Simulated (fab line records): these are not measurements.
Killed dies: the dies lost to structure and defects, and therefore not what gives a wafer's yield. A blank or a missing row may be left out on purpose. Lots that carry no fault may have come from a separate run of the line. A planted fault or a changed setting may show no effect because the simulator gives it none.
fab line records	flow gf180mcu
[record] lots = 11	wafers = 32	last-day = 34
route steps=602 shown HV_LDD@196 PSD@257
lots that met no fault: taken from a fault-free run of the same line
start-h: the number of hours between the record's first day and the start of the first shown wafer of the lot	wait-h: time in hours since the lot's previous step	" repeats the value in the row above	L1.1+2: several wafers, shown together as one row	- value missing, or start not given	* or withheld: withheld	< > ~ a bound
route shown NAME@n: a module of which the file shows steps, and the number in the route of the first	usual: mean/standard deviation of fault-free wafers	same: alike in all rows	chamber/n: place in a boat	sites: readings site by site	_std_site: their standard deviation	_edge_site: outer sites' mean less inner sites'	radius-mm: for every site, how far away it sits from the centre of the wafer	mask NAME#n: copy n	behind: the most recent tool/chamber to have shaped the wafer	hold: why the lot was held/for how many hours/how that ended	device: which transistor (n, p or np) failed to switch	end of line: the tests these same wafers got at the end of their route	for a step that has no rows: nothing shown but its recipe	killed: dies that structure and defects cost at the first sort, which is not the same as the wafer's yield	map: shows each die of a wafer: x if killed, . if not, _ if none is there
set.NAME: the setting as run; set.NAME@STEP: as run at that earlier step	model.NAME: the simulator's own value behind a step, which no gauge read
steps of the route over a sample of lots; a table a step, a row a wafer
services: the hour from which a tool's chamber was out of use, counted from the record's first day as start-h (under 0 if before that day), plus the number of hours and why
[[steps]]
[step GF_HV_LDD_OVL_MEAS_20]
[usual] HV_LDD_01_OVL = 0.5/1.3
lot.wafer	tool	chamber	start-h	wait-h	HV_LDD_01_OVL[nm]
L156.3	overlay-01	-	235.67	0.1	2.7
L156.4	"	-	"	"	2.3
L156.6	"	-	"	"	1.7
L158.3	overlay-01	-	248.94	0.1	1.1
L158.5	"	-	"	"	0.5
L158.6	"	-	"	"	2.5
L160.1	overlay-02	-	262.56	0.1	0.0
L160.3	"	-	"	"	1.3
L160.4	"	-	"	"	0.6
L161.2	overlay-01	-	273.18	0.1	2.3
L161.3	"	-	"	"	0.8
L161.5	"	-	"	"	1.6
L162.2	overlay-01	-	284.28	0.1	-1.2
L162.4	"	-	"	"	-0.9
L162.6	"	-	"	"	-0.5
L166.1	overlay-01	-	312.92	0.1	0.1
L166.2	"	-	"	"	0.5
L166.5	"	-	"	"	-0.2
L167.1	overlay-02	-	317.47	0.1	-1.5
L167.2	"	-	"	"	-2.1
L172.1	overlay-01	-	351.82	0.1	1.2
L172.4	"	-	"	"	0.9
L172.5	"	-	"	"	0.4
L177.1	overlay-02	-	391.51	0.1	-2.1
L177.2	"	-	"	"	-2.0
L177.6	"	-	"	"	-2.8
L178.1	overlay-02	-	400.82	0.1	1.9
L178.5	"	-	"	"	1.7
L178.6	"	-	"	"	2.4
L179.3	overlay-01	-	409.47	0.1	1.0
L179.4	"	-	"	"	-1.5
L179.6	"	-	"	"	1.2
[step GF_HV_LDD_CD_MEAS_31]
[recipe] target-cd-nm = 400
[usual] cd-nm = 399.2/2.2
lot.wafer	tool	chamber	start-h	wait-h	cd-nm
L156.3	cd-sem-01	-	253.93	0.2	397.2
L156.4	"	-	"	"	397.5
L156.6	"	-	"	"	397.3
L158.3	cd-sem-01	-	267.98	0.1	400.2
L158.5	"	-	"	"	398.1
L158.6	"	-	"	"	397.9
L160.1	cd-sem-01	-	282.21	0.1	397.4
L160.3	"	-	"	"	394.7
L160.4	"	-	"	"	397.7
L161.2	cd-sem-02	-	293.31	0.1	400.7
L161.3	"	-	"	"	398.1
L161.5	"	-	"	"	401.2
L162.2	cd-sem-02	-	304.63	0.1	398.5
L162.4	"	-	"	"	401.5
L162.6	"	-	"	"	402.6
L166.1	cd-sem-02	-	333.99	0.1	399.5
L166.2	"	-	"	"	400.2
L166.5	"	-	"	"	398.7
L167.1	cd-sem-01	-	338.34	0.1	399.0
L167.2	"	-	"	"	396.7
L172.1	cd-sem-02	-	373.34	0.1	402.0
L172.4	"	-	"	"	398.3
L172.5	"	-	"	"	399.4
L177.1	cd-sem-01	-	415.04	0.1	398.9
L177.2	"	-	"	"	398.2
L177.6	"	-	"	"	396.4
L178.1	cd-sem-02	-	424.35	0.1	397.8
L178.5	"	-	"	"	396.8
L178.6	"	-	"	"	398.8
L179.3	cd-sem-01	-	433.98	0.1	397.1
L179.4	"	-	"	"	398.7
L179.6	"	-	"	"	396.4
[step GF_HV_LDD_STRIP_49]
[recipe] chemistry = O2/N2	power-w = 1400	pressure-mtorr = 1500	platen-temp-c = 250	o2-flow-sccm = 3000	n2-flow-sccm = 300	overash-fraction = 0.5
[usual] drypump-motor-current-A = 5.8/0.49	heater-power-w = 337/44	oes-product-au = 0.716/0.0046	strip-time-to-endpoint-s = 12.63/0.032
lot.wafer	tool	chamber	start-h	wait-h	drypump-motor-current-A	heater-power-w	oes-product-au	rf-hours-counter-h	strip-time-to-endpoint-s
L156.3	plasma-asher-04	0	275.73	0.1	5.4	291	0.717	-	12.62
L156.4	"	1	"	"	5.3	295	0.718	-	12.66
L156.6	"	1	"	"	5.3	295	0.712	-	12.65
L158.3	plasma-asher-02	0	287.68	0.1	6.4	398	0.713	-	12.62
L158.5	"	1	"	"	5.6	321	0.709	-	12.67
L158.6	"	0	"	"	6.4	400	0.719	-	12.65
L160.1	plasma-asher-02	1	303.66	0.1	5.6	323	0.710	65	12.63
L160.3	"	0	"	"	6.4	401	0.710	-	12.65
L160.4	"	1	"	"	5.6	323	0.722	-	12.63
L161.2	plasma-asher-04	0	314.89	0.1	5.4	283	0.719	22	12.62
L161.3	"	1	"	"	5.3	283	0.722	-	12.62
L161.5	"	0	"	"	5.4	282	0.719	-	12.62
L162.2	plasma-asher-04	1	325.79	0.1	5.3	300	0.717	23	12.70
L162.4	"	0	"	"	5.4	282	0.726	-	12.65
L162.6	"	1	"	"	5.3	292	0.718	-	12.68
L166.1	plasma-asher-03	1	356.36	0.1	5.4	320	0.713	67	12.67
L166.2	"	0	"	"	6.5	382	0.720	67	12.68
L166.5	"	1	"	"	5.4	318	0.718	-	12.61
L167.1	plasma-asher-03	0	360.39	0.1	6.5	392	0.719	68	12.65
L167.2	"	1	"	"	5.5	313	0.718	68	12.62
L172.1	plasma-asher-02	0	397.45	0.1	6.4	396	0.714	75	12.67
L172.4	"	1	"	"	5.6	322	0.714	-	12.66
L172.5	"	1	"	"	5.6	323	0.712	-	12.64
L177.1	plasma-asher-03	1	439.79	0.1	5.4	319	0.718	76	12.61
L177.2	"	0	"	"	6.5	388	0.715	76	12.60
L177.6	"	1	"	"	5.4	316	0.718	-	12.60
L178.1	plasma-asher-02	0	449.41	0.1	6.4	407	0.719	2	12.64
L178.5	"	1	"	"	5.6	344	0.721	-	12.62
L178.6	"	0	"	"	6.4	399	0.723	-	12.60
L179.3	plasma-asher-02	1	459.37	0.1	5.6	339	0.713	-	12.60
L179.4	"	0	"	"	6.4	399	0.715	-	12.61
L179.6	"	0	"	"	6.4	397	0.719	-	12.60
[step GF_PSD_IMPLANT_09]
[recipe] species = BF2	energy-kev = 40	dose-cm2 = 1.5e+15	tilt-deg = 7
[usual] beam-energy-keV = 40.001/0.013	beam-on-s = 9.99/0.2	end-station-pressure-torr = 1.17e-05/5.6e-07	faraday-current-uA = 8260/160
[same] implant-ion-amu = 49
lot.wafer	tool	chamber	start-h	wait-h	beam-energy-keV	beam-on-s	end-station-pressure-torr	faraday-current-uA
L156.3	implanter-03	0	321.12	0.1	39.988	10.32	1.25e-05	8009
L156.4	"	0	"	"	39.989	9.85	1.17e-05	8386
L156.6	"	0	"	"	39.997	10.05	1.21e-05	8207
L158.3	implanter-04	0	332.16	0.1	39.996	10.22	1.23e-05	8046
L158.5	"	0	"	"	39.993	9.66	1.18e-05	8542
L158.6	"	0	"	"	39.983	9.74	1.16e-05	8461
L160.1	implanter-01	0	347.37	0.0	40.009	9.86	1.15e-05	8399
L160.3	"	0	"	"	40.011	9.75	1.11e-05	8449
L160.4	"	0	"	"	40.015	10.07	1.14e-05	8238
L161.2	implanter-04	0	361.03	0.0	40.013	10.19	1.16e-05	8104
L161.3	"	0	"	"	40.009	10.11	1.15e-05	8176
L161.5	"	0	"	"	40.009	9.94	1.13e-05	8269
L162.2	implanter-03	0	371.57	0.0	40.013	9.95	1.21e-05	8330
L162.4	"	0	"	"	40.015	10.14	1.25e-05	8122
L162.6	"	0	"	"	39.983	9.64	1.26e-05	8528
L166.1	implanter-01	0	404.22	0.0	40.018	12.91	8.59e-05	6472
L166.2	"	0	"	"	40.016	12.82	9.99e-05	6538
L166.5	"	0	"	"	40.019	13.23	9.34e-05	6338
L167.1	implanter-01	0	408.59	0.0	39.992	13.16	0.0001005	6361
L167.2	"	0	"	"	40.005	13.44	8.93e-05	6193
L172.1	implanter-04	0	448.64	0.0	39.998	10.00	1.23e-05	8273
L172.4	"	0	"	"	40.007	10.05	1.12e-05	8230
L172.5	"	0	"	"	40.003	10.21	1.18e-05	8052
L177.1	implanter-04	0	491.29	0.0	39.965	10.26	1.18e-05	8081
L177.2	"	0	"	"	39.981	10.01	1.12e-05	8227
L177.6	"	0	"	"	39.971	9.91	1.07e-05	8322
L178.1	implanter-04	0	500.01	0.0	40.005	9.99	1.18e-05	8224
L178.5	"	0	"	"	40.018	10.30	1.13e-05	8044
L178.6	"	0	"	"	40.008	9.77	1.2e-05	8458
L179.3	implanter-03	0	509.81	0.1	39.999	9.44	1.16e-05	8677
L179.4	"	0	"	"	40.016	10.21	1.19e-05	8060
L179.6	"	0	"	"	39.998	10.07	1.18e-05	8175
[step GF_PSD_STRIP_10]
[recipe] chemistry = O2/N2	power-w = 1400	pressure-mtorr = 1500	platen-temp-c = 250	o2-flow-sccm = 3000	n2-flow-sccm = 300	overash-fraction = 0.5
[usual] drypump-motor-current-A = 5.7/0.45	heater-power-w = 332/34	oes-product-au = 0.592/0.0049	strip-time-to-endpoint-s = 16.51/0.045
lot.wafer	tool	chamber	start-h	wait-h	drypump-motor-current-A	heater-power-w	oes-product-au	rf-hours-counter-h	strip-time-to-endpoint-s
L156.3	plasma-asher-03	1	321.26	0.1	5.4	316	0.592	-	16.48
L156.4	"	0	"	"	6.5	383	0.589	-	16.50
L156.6	"	0	"	"	6.5	380	0.595	-	16.48
L158.3	plasma-asher-01	0	332.29	0.1	5.5	336	0.594	-	16.56
L158.5	"	1	"	"	5.4	329	0.588	-	16.55
L158.6	"	0	"	"	5.5	351	0.596	-	16.53
L160.1	plasma-asher-04	0	347.52	0.1	5.4	285	0.586	25	16.42
L160.3	"	1	"	"	5.3	294	0.601	-	16.49
L160.4	"	0	"	"	5.4	282	0.588	-	16.46
L161.2	plasma-asher-04	1	361.16	0.1	5.3	286	0.590	27	16.49
L161.3	"	1	"	"	5.3	288	0.590	-	16.52
L161.5	"	1	"	"	5.3	293	0.591	-	16.52
L162.2	plasma-asher-03	0	371.69	0.1	6.5	384	0.592	69	16.53
L162.4	"	0	"	"	6.5	385	0.596	-	16.48
L162.6	"	0	"	"	6.5	386	0.594	-	16.48
L166.1	plasma-asher-03	0	404.37	0.1	6.5	389	0.575	72	17.29
L166.2	"	1	"	"	5.5	320	0.573	72	17.31
L166.5	"	1	"	"	5.4	326	0.578	-	17.25
L167.1	plasma-asher-01	0	408.74	0.1	5.5	346	0.578	62	17.41
L167.2	"	1	"	"	5.4	326	0.571	62	17.36
L172.1	plasma-asher-04	1	448.79	0.1	5.3	290	0.592	36	16.54
L172.4	"	0	"	"	5.3	279	0.590	-	16.54
L172.5	"	1	"	"	5.3	295	0.588	-	16.54
L177.1	plasma-asher-03	0	491.44	0.1	6.5	385	0.595	81	16.45
L177.2	"	1	"	"	5.5	324	0.592	81	16.45
L177.6	"	0	"	"	6.5	382	0.589	-	16.44
L178.1	plasma-asher-01	0	500.16	0.1	5.5	337	0.588	72	16.55
L178.5	"	0	"	"	5.6	354	0.597	-	16.50
L178.6	"	1	"	"	5.4	333	0.589	-	16.54
L179.3	plasma-asher-03	1	509.94	0.1	5.5	318	0.587	-	16.58
L179.4	"	0	"	"	6.6	378	0.593	-	16.57
L179.6	"	0	"	"	6.5	377	0.594	-	16.57
[step GF_PSD_TW_MEAS_11]
[usual] PSD_TW = 3169/26
lot.wafer	tool	chamber	start-h	wait-h	PSD_TW
L156.3	film-metro-01	-	321.34	0.1	3176
L156.4	"	-	"	"	3197
L156.6	"	-	"	"	3204
L158.3	film-metro-01	-	332.38	0.1	3203
L158.5	"	-	"	"	3197
L158.6	"	-	"	"	3189
L160.1	film-metro-03	-	347.62	0.1	3157
L160.3	"	-	"	"	3156
L160.4	"	-	"	"	3155
L161.2	film-metro-03	-	361.27	0.1	3153
L161.3	"	-	"	"	3166
L161.5	"	-	"	"	3145
L162.2	film-metro-02	-	371.80	0.1	3156
L162.4	"	-	"	"	3141
L162.6	"	-	"	"	3144
L166.1	film-metro-02	-	404.47	0.1	3321
L166.2	"	-	"	"	3301
L166.5	"	-	"	"	3320
L167.1	film-metro-02	-	408.84	0.1	3314
L167.2	"	-	"	"	3298
L172.1	film-metro-02	-	448.89	0.1	3150
L172.4	"	-	"	"	3147
L172.5	"	-	"	"	3156
L177.1	film-metro-03	-	491.54	0.1	3136
L177.2	"	-	"	"	3151
L177.6	"	-	"	"	3145
L178.1	film-metro-01	-	500.26	0.1	3215
L178.5	"	-	"	"	3186
L178.6	"	-	"	"	3180
L179.3	film-metro-01	-	510.03	0.1	3202
L179.4	"	-	"	"	3199
L179.6	"	-	"	"	3215
[step GF_PSD_RS_MEAS_15]
[recipe] thk-meas-gauge = four-point-probe
[usual] PSD_RS = 108.6/0.3
lot.wafer	tool	chamber	start-h	wait-h	PSD_RS[ohm/sq]
L156.3	film-metro-02	-	321.68	0.1	108.3
L156.4	"	-	"	"	108.5
L156.6	"	-	"	"	108.0
L158.3	film-metro-01	-	332.71	0.1	108.6
L158.5	"	-	"	"	108.4
L158.6	"	-	"	"	108.9
L160.1	film-metro-01	-	348.05	0.1	108.7
L160.3	"	-	"	"	108.5
L160.4	"	-	"	"	108.8
L161.2	film-metro-02	-	361.60	0.1	108.7
L161.3	"	-	"	"	108.6
L161.5	"	-	"	"	108.5
L162.2	film-metro-01	-	372.13	0.1	108.4
L162.4	"	-	"	"	108.9
L162.6	"	-	"	"	108.6
L166.1	film-metro-03	-	404.79	0.1	103.8
L166.2	"	-	"	"	103.8
L166.5	"	-	"	"	103.8
L167.1	film-metro-01	-	409.24	0.1	104.0
L167.2	"	-	"	"	104.4
L172.1	film-metro-01	-	449.21	0.1	108.7
L172.4	"	-	"	"	108.9
L172.5	"	-	"	"	109.0
L177.1	film-metro-03	-	491.85	0.1	108.8
L177.2	"	-	"	"	108.5
L177.6	"	-	"	"	109.0
L178.1	film-metro-03	-	500.58	0.1	108.5
L178.5	"	-	"	"	108.2
L178.6	"	-	"	"	108.5
L179.3	film-metro-02	-	510.44	0.1	108.2
L179.4	"	-	"	"	108.6
L179.6	"	-	"	"	108.7
[[services]]
tool	chamber	start-h	hours	kind
implanter-03	-	272.57	2.0	repair
implanter-04	-	276.75	0.9	repair
plasma-asher-01	-	297.32	0.3	repair
implanter-01	-	332.66	0.5	repair
implanter-03	-	373.19	4.4	pm
implanter-04	-	374.82	2.2	repair
implanter-03	-	381.83	8.4	repair
implanter-01	-	390.17	14.0	pm
implanter-03	-	404.17	1.9	repair
plasma-asher-03	-	416.59	3.8	repair
plasma-asher-02	-	421.25	9.0	pm
plasma-asher-02	0	421.25	9.0	vent-cycle
plasma-asher-02	1	421.25	9.0	vent-cycle
plasma-asher-02	0	430.25	-	clean
plasma-asher-02	1	430.25	-	clean
plasma-asher-04	-	445.89	1.3	repair
implanter-03	-	466.90	3.7	repair
plasma-asher-04	-	508.27	17.1	repair
[[key]]
[first-sign] step = GF_PSD_IMPLANT_09	reading = end-station-pressure-torr	direction = up	sigmas = 99+	usual = 1.17e-05	struck = 9.38e-05
[effect] step = GF_PSD_IMPLANT_09	reading = beam-on-s	direction = up	sigmas = 16	usual = 9.99	struck = 13.11
[effect] step = GF_PSD_STRIP_10	reading = strip-time-to-endpoint-s	direction = up	sigmas = 18	usual = *	struck = *
[effect] step = GF_PSD_TW_MEAS_11	reading = PSD_TW	direction = up	sigmas = 5.5	usual = 3169	struck = 3311
[effect] step = GF_PSD_RS_MEAS_15	reading = PSD_RS	direction = down	sigmas = 15	usual = 108.6	struck = 104.0
met-at GF_PSD_IMPLANT_09
struck-lots L166,L167
tester-left-out L166,L167
not-acting-at GF_HV_LDD_OVL_MEAS_20,GF_HV_LDD_CD_MEAS_31,GF_HV_LDD_STRIP_49
onset-between 347.37 404.22
[fault] kind = process-parameter-drift	tool = implanter-01	chamber = -	onset-h = 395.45	steps = GF_PSD_IMPLANT_09	channel = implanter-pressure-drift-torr	offset = 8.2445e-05	shape = step	end-h = 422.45
[fault] kind = process-parameter-drift	tool = implanter-01	chamber = -	onset-h = 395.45	steps = GF_PSD_IMPLANT_09	channel = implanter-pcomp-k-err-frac	offset = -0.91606	shape = step	end-h = 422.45
// tester-left-out: of these lots the tester's yield and bins aren't shown, on N5 and GAA mostly nor the transistor test; their killed dies are dies lost to structure and defects alone, not to doping, threshold or leakage, so they don't give the yield
